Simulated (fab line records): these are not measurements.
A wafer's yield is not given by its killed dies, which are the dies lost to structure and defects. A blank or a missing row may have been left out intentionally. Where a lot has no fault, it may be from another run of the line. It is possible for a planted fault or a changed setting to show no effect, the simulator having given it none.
Chamber matching	flow sfq_line	4 sister chambers for SFQ_TRILAYER_I2_CMP_CMP_064 on cmp-01
The step polishes SiO2. 16 wafers are shown with their chamber, then 8 later ones without.

== EACH WAFER AND ITS CHAMBER ==
wafer	chamber	motor_current_A (A)	time_to_endpoint_s (s)	head_pressure_psi (psi)
L928.3	0	10.3	222	3.003
L928.4	1	9.6	209	3.002
L928.5	3	10.3	223	3.005
L929.3	0	9.9	226	2.998
L929.4	2	11.3	224	2.997
L929.6	0	9.8	234	2.989
L937.2	2	10.5	220	2.992
L937.1	0	10.3	219	2.989
L937.5	3	10.3	217	2.999
L940.2	2	10.8	210	3.003
L940.5	1	10.2	215	3.009
L940.6	0	9.9	221	2.997
L947.2	2	11.2	214	2.988
L947.3	3	10.6	215	2.995
L947.5	2	10.2	217	2.987
L948.3	2	10.9	211	3.005

SIGNATURES, as means of the wafers listed above
reading	chamber 0	chamber 1	chamber 2	chamber 3	scatter within a chamber
motor_current_A	10.040	9.900	10.817	10.400	0.334
time_to_endpoint_s	224.40	212.00	216.00	218.33	5.32
head_pressure_psi	2.99520	3.00550	2.99533	2.99967	0.00654
Rule: a wafer's distance from a chamber is the root of the sum, over the readings, of the square of ((its reading less the chamber's mean) divided by the reading's scatter). The wafer belongs to the nearest chamber; if the next one is less than 2 further off, it can't be placed. The scatter is the square root of a quotient: the sum, over the shown wafers, of each reading's squared deviation from its chamber's mean, divided by wafers minus chambers.

== WAFERS WHOSE CHAMBER IS MISSING ==
wafer	motor_current_A (A)	time_to_endpoint_s (s)	head_pressure_psi (psi)
L948.4	10.7	223	3.006
L948.5	10.4	230	3.004
L949.3	9.8	212	2.989
L949.5	9.7	216	2.990
L949.6	11.3	220	3.008
L950.2	10.8	216	3.007
L950.3	10.9	201	3.004
L950.6	10.9	221	2.994

== CHAMBER TAKEN BY EACH ==
wafer	from the rows above	in truth
L948.4	can't be placed: 3 or 2 or 0 or 1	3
L948.5	can't be placed: 0 or 3 or 2 or 1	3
L949.3	can't be placed: 1 or 0 or 3 or 2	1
L949.5	can't be placed: 0 or 1 or 3 or 2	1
L949.6	can't be placed: 2 or 3 or 0 or 1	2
L950.2	can't be placed: 3 or 2 or 1 or 0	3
L950.3	can't be placed: 2 or 1 or 3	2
L950.6	can't be placed: 2 or 3 or 0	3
Correctly placed: 0 of 8. From these rows, 8 cannot be placed; in 8 the true chamber is one of the candidates. Number placed wrongly: 0.
